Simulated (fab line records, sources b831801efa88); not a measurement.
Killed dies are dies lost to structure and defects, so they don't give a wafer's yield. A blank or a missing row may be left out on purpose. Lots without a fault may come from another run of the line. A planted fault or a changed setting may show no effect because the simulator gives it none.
fab line records | flow sfq_line
record lots=6 wafers=18 last_day=86
route steps=325 shown M0@32 I0@43
lots that met no fault: from a run of the same line without faults
start_h: hours from the record's first day to the start of the lot's first wafer shown | wait_h: hours since the lot's step before | " the same as in the row above | L1.1+2: a row that stands for several wafers | - no value, or no start given | * or withheld: withheld | < > ~ a bound
route shown NAME@n: a module of which the file shows steps, and the number in the route of the first | usual: mean/standard deviation of fault-free wafers | same: alike in all rows | chamber/n: place in a boat | sites: the reading at each site | _std_site: their standard deviation | _edge_site: outer sites' mean less inner sites' | radius_mm: how far each site lies from the wafer's centre | mask NAME#n: copy n | behind: the tool/chamber that last shaped the wafer | hold: why the lot was held/for how many hours/how that ended | device: the transistor (n, p or np) that didn't switch | end of line: the same wafers' tests at the end of the route | a step without rows: its recipe alone | killed: dies lost to structure and defects at the first sort, not the wafer's yield | map: a wafer's dies, x killed, . not, _ none there
set.NAME: the setting as run; set.NAME@STEP: as run at that earlier step | model.NAME: the simulator's own value behind a step, which no gauge read
lots at some steps of the route; a table a step, a row a wafer
services: from which hour (start_h, from the record's first day; less than 0 if before it) a tool's chamber was out of use, for how many hours, and why
## steps
# step SFQ_TRILAYER_M0_LITHO_COAT_026
# recipe resist=BARC spin_rpm=3000 resist_thk_nm=62
# step SFQ_TRILAYER_M0_LITHO_COAT_021
# recipe resist=KrF spin_rpm=3000 resist_thk_nm=600
# step SFQ_TRILAYER_M0_LITHO_SOFTBAKE_025
# recipe temp_c=withheld time_s=withheld resist=KrF
# step SFQ_TRILAYER_M0_LITHO_EXPOSE_022
# recipe mask_id=M0 na=0.6 source_shape=conventional sigma_outer=0.65 target_cd_nm=500 dose_mj=14.4
# step SFQ_TRILAYER_M0_LITHO_PEB_024
# recipe peb_temp_c=115 peb_time_s=60 resist=KrF
# step SFQ_TRILAYER_M0_LITHO_DEVELOP_023
# recipe time_s=60 resist=KrF
# step SFQ_M0_OVL_MEAS_906
# usual M0_OVL=1/6.5
# columns lot.wafer tool chamber start_h wait_h M0_OVL[nm]
L809.2 overlay-02 - 274.78 0.1 -4
L809.4 " - " " -3
L809.5 " - " " -7
L818.1 overlay-02 - 344.84 0.1 12
L818.5 " - " " 15
L818.6 " - " " 21
L820.1 overlay-02 - 363.09 0.1 6
L820.2 " - " " -4
L820.5 " - " " 6
L821.1 overlay-01 - 374.02 0.1 10
L821.3 " - " " 8
L821.5 " - " " 4
L828.1 overlay-02 - 469.39 0.1 -6
L828.3 " - " " -10
L828.6 " - " " -11
L829.1 overlay-02 - 477.79 0.1 12
L829.4 " - " " 9
L829.5 " - " " 10
# step SFQ_TRILAYER_M0_BARC_OPEN_METAL_ETCH_031
# recipe mask_material=PR chemistry=O2 target_depth_nm=125 target=BARC icp_w=600 bias_w=80 pressure_mtorr=10 time_s=41.7
# usual chamber_pressure_mTorr=10.000/0.0099 drypump_motor_current_A=5.8/0.48 oes_product_au=0.685/0.0044 rf_fwd_power_W=593.7/2.8
# columns lot.wafer tool chamber start_h wait_h chamber_pressure_mTorr drypump_motor_current_A oes_product_au rf_fwd_power_W rf_hours_counter_h
L809.2 rie_metal-01 1 274.83 0.0 10.002 5.3 0.690 589.7 -
L809.4 " 1 " " 10.004 5.3 0.686 589.9 -
L809.5 " 1 " " 10.004 5.3 0.690 590.6 -
L818.1 rie_metal-01 1 344.88 0.0 10.012 5.3 0.687 591.6 15
L818.5 " 1 " " 10.016 5.3 0.680 592.4 -
L818.6 " 0 " " 10.004 5.5 0.683 593.4 -
L820.1 rie_metal-01 1 363.13 0.0 10.023 5.3 0.682 590.6 18
L820.2 " 0 " " 9.999 5.6 0.687 591.9 0
L820.5 " 1 " " 9.994 5.3 0.684 589.9 -
L821.1 rie_metal-02 0 374.05 0.0 10.006 5.5 0.692 595.8 71
L821.3 " 0 " " 9.987 5.4 0.691 595.5 -
L821.5 " 0 " " 9.989 5.5 0.690 593.5 -
L828.1 rie_metal-02 1 469.42 0.0 9.995 6.2 0.684 596.8 109
L828.3 " 1 " " 10.007 6.2 0.690 595.5 -
L828.6 " 1 " " 9.989 6.2 0.681 593.0 -
L829.1 rie_metal-01 0 477.82 0.0 10.004 5.6 0.682 591.8 14
L829.4 " 0 " " 9.996 5.5 0.685 595.0 -
L829.5 " 1 " " 9.997 5.3 0.680 589.4 -
# step SFQ_TRILAYER_M0_ETCH_METAL_ETCH_024
# recipe target=Nb stop_on=SiO2 mask_material=PR chemistry=Cl2/Ar target_depth_nm=240 icp_w=600 bias_w=80 pressure_mtorr=10 time_s=120
# usual chamber_pressure_mTorr=9.999/0.0087 drypump_motor_current_A=5.8/0.47 oes_product_au=0.894/0.0078 rf_fwd_power_W=596.7/2.1
# columns lot.wafer tool chamber start_h wait_h chamber_pressure_mTorr drypump_motor_current_A oes_product_au rf_fwd_power_W rf_hours_counter_h
L809.2 rie_metal-01 1 274.97 0.1 9.995 5.3 0.890 593.3 -
L809.4 " 1 " " 10.007 5.3 0.906 592.5 -
L809.5 " 1 " " 9.991 5.3 0.894 594.9 -
L818.1 rie_metal-01 1 344.94 0.0 9.995 5.3 0.889 591.4 15
L818.5 " 1 " " 9.993 5.3 0.893 593.4 -
L818.6 " 0 " " 9.998 5.6 0.892 596.8 -
L820.1 rie_metal-01 1 363.19 0.0 10.004 5.3 0.898 595.2 18
L820.2 " 0 " " 10.013 5.5 0.889 596.0 0
L820.5 " 1 " " 10.004 5.3 0.893 599.3 -
L821.1 rie_metal-02 0 374.11 0.0 9.990 5.5 0.890 595.0 71
L821.3 " 0 " " 10.019 5.4 0.885 597.4 -
L821.5 " 0 " " 9.996 5.5 0.885 595.2 -
L828.1 rie_metal-02 1 469.48 0.0 10.000 6.2 0.896 597.3 109
L828.3 " 1 " " 10.000 6.2 0.899 597.6 -
L828.6 " 1 " " 9.991 6.2 0.886 597.9 -
L829.1 rie_metal-01 0 477.88 0.0 9.996 5.5 0.903 599.1 15
L829.4 " 0 " " 10.002 5.6 0.895 598.6 -
L829.5 " 1 " " 9.998 5.3 0.890 595.5 -
# step SFQ_TRILAYER_M0_STRIP_STRIP_025
# recipe gas=O2 power_w=200 platen_temp_c=40 overash_fraction=0.65 chemistry=O2 pressure_mtorr=50
# usual chamber_pressure_mTorr=50.00/0.043 drypump_motor_current_A=5.8/0.47 oes_product_au=1.003/0.011
# same overash_fraction=0.65
# columns lot.wafer tool chamber start_h wait_h chamber_pressure_mTorr drypump_motor_current_A oes_product_au rf_hours_counter_h
L809.2 rie_metal-01 1 275.38 0.4 50.02 5.3 0.990 -
L809.4 " 1 " " 49.94 5.3 0.994 -
L809.5 " 1 " " 49.99 5.3 0.996 -
L818.1 rie_metal-01 1 345.06 0.1 49.95 5.3 0.989 15
L818.5 " 1 " " 50.00 5.3 0.998 -
L818.6 " 0 " " 50.04 5.6 1.016 -
L820.1 rie_metal-01 1 363.31 0.1 50.02 5.3 1.000 18
L820.2 " 0 " " 50.06 5.5 1.008 0
L820.5 " 1 " " 49.96 5.3 0.988 -
L821.1 rie_metal-02 0 374.24 0.1 49.95 5.4 1.000 71
L821.3 " 0 " " 49.99 5.4 0.993 -
L821.5 " 0 " " 49.96 5.4 1.002 -
L828.1 rie_metal-02 1 469.61 0.1 50.02 6.2 0.998 109
L828.3 " 1 " " 50.03 6.2 1.003 -
L828.6 " 1 " " 50.06 6.2 1.002 -
L829.1 rie_metal-01 0 478.01 0.1 50.05 5.6 1.012 15
L829.4 " 0 " " 49.93 5.6 1.010 -
L829.5 " 1 " " 50.00 5.3 0.989 -
# step SFQ_TRILAYER_M0_STRIP_SOLV_CLEAN_026
# recipe chemistry=NMP temp_c=70 time_s=600
# step SFQ_TRILAYER_I0_DEP_PECVD_027
# recipe material=SiO2 temp_c=150 time_s=111.11 pressure_torr=2.4 rf_w=183.3 precursor=SiH4/N2O target_thk_nm=500
# usual heater_power_w=86/17 rf_fwd_power_W=182.2/0.62 throttle_valve_pct=24.1/1.9
# columns lot.wafer tool chamber start_h wait_h heater_power_w rf_fwd_power_W since_wet_clean_h throttle_valve_pct model.SiO2_of_TRILAYER_I0_DEP_PECVD_027.thk_nm
L809.2 pecvd-02 1 276.55 0.0 85 182.5 68 22.2 498.6
L809.4 " 0 " " 79 181.5 - 23.1 500.8
L809.5 " 2 " " 93 183.2 - 22.8 506.7
L818.1 pecvd-02 1 345.84 0.0 92 182.1 138 22.5 494.2
L818.5 " 2 " " 94 182.9 - 22.9 502.8
L818.6 " 0 " " 65 182.9 - 23.4 503.2
L820.1 pecvd-02 0 364.09 0.0 68 212.0 156 23.1 514.7
L820.2 " 1 " " 73 211.7 156 22.3 510.7
L820.5 " 1 " " 76 211.3 - 22.5 518.9
L821.1 pecvd-02 1 375.01 0.0 80 210.9 167 22.5 515.5
L821.3 " 0 " " 61 212.4 167 23.0 517.5
L821.5 " 2 " " 95 212.7 - 22.9 529.1
L828.1 pecvd-03 1 470.91 0.0 53 180.8 1385 23.6 487.3
L828.3 " 2 " " 72 182.5 1385 26.1 485.7
L828.6 " 1 " " 59 181.5 - 23.8 491
L829.1 pecvd-03 1 478.78 0.0 63 181.6 1393 23.6 494.9
L829.4 " 2 " " 70 181.6 - 26.0 505.7
L829.5 " 1 " " 65 181.4 - 23.6 497.9
# step SFQ_TRILAYER_I0_CMP_CMP_028
# recipe material=SiO2 down_force_psi=3 platen_rpm=60 pad_velocity_m_s=0.94248
# usual motor_current_A=9.9/0.52 time_to_endpoint_s=213/7.2
# columns lot.wafer tool chamber start_h wait_h motor_current_A time_to_endpoint_s
L809.4 cmp-02 0 277.13 0.5 9.5 210
L809.2 " 1 " " 10.0 204
L809.5 " 3 278.63 2.0 9.3 221
L818.1 cmp-01 3 347.42 1.5 9.3 202
L818.6 " 0 " " 11.4 214
L818.5 " 1 " " 9.6 232
L820.2 cmp-02 1 364.17 0.0 10.1 224
L820.1 " 0 365.67 1.5 10.0 223
L820.5 " 1 " " 9.9 227
L821.1 cmp-02 0 375.09 0.0 9.7 228
L821.3 " 1 " " 9.8 222
L821.5 " 1 377.59 2.5 10.0 233
L828.3 cmp-02 3 472.13 1.2 9.4 206
L828.1 " 1 473.13 2.2 9.7 205
L828.6 " 2 " " 10.0 217
L829.4 cmp-02 1 478.86 0.0 9.7 210
L829.1 " 3 479.86 1.0 9.3 208
L829.5 " 2 481.36 2.5 10.7 217
## services
# columns tool chamber start_h hours kind
rie_metal-01 - 254.95 3.6 repair
rie_metal-01 0 258.46 30.1 repair
cmp-01 - 269.49 1.0 repair
pecvd-02 1 271.67 4.5 repair
cmp-02 - 293.40 1.1 repair
cmp-01 - 318.74 0.9 repair
cmp-02 - 327.23 0.7 repair
cmp-02 - 347.01 5.6 pm
rie_metal-01 0 347.94 - clean
rie_metal-01 0 347.94 13.5 scheduled_down
rie_metal-01 0 347.94 13.5 vent_cycle
pecvd-03 2 350.22 16.0 repair
cmp-02 - 353.64 1.2 repair
pecvd-02 - 381.50 6.0 pm
pecvd-02 - 390.71 1.9 repair
cmp-01 - 404.49 3.6 pm
cmp-02 - 409.35 4.0 pm
cmp-02 - 413.35 - consumable_replace:conditioner
cmp-02 - 413.35 - consumable_replace:pad
cmp-02 - 423.12 4.5 repair
pecvd-02 - 425.91 5.5 pm
cmp-01 - 469.26 3.8 pm
## key
first_sign step=SFQ_TRILAYER_I0_DEP_PECVD_027 reading=rf_fwd_power_W direction=up sigmas=47 usual=182.2 struck=211.8
effect none on later readings
model_effect step=SFQ_TRILAYER_I0_DEP_PECVD_027 value=SiO2_of_TRILAYER_I0_DEP_PECVD_027.thk_nm without=495.1 struck=517.8
met_at SFQ_TRILAYER_I0_DEP_PECVD_027
struck_wafers L820.1,L820.2,L820.5,L821.1,L821.3,L821.5
onset_between 345.84 364.09
fault kind=process_parameter_drift tool=pecvd-02 chamber=- onset_h=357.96 steps=SFQ_TRILAYER_I0_DEP_PECVD_027 channel=rf_w offset=29.328 shape=step end_h=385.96 acts_in=these_recipes_only stated=183.3
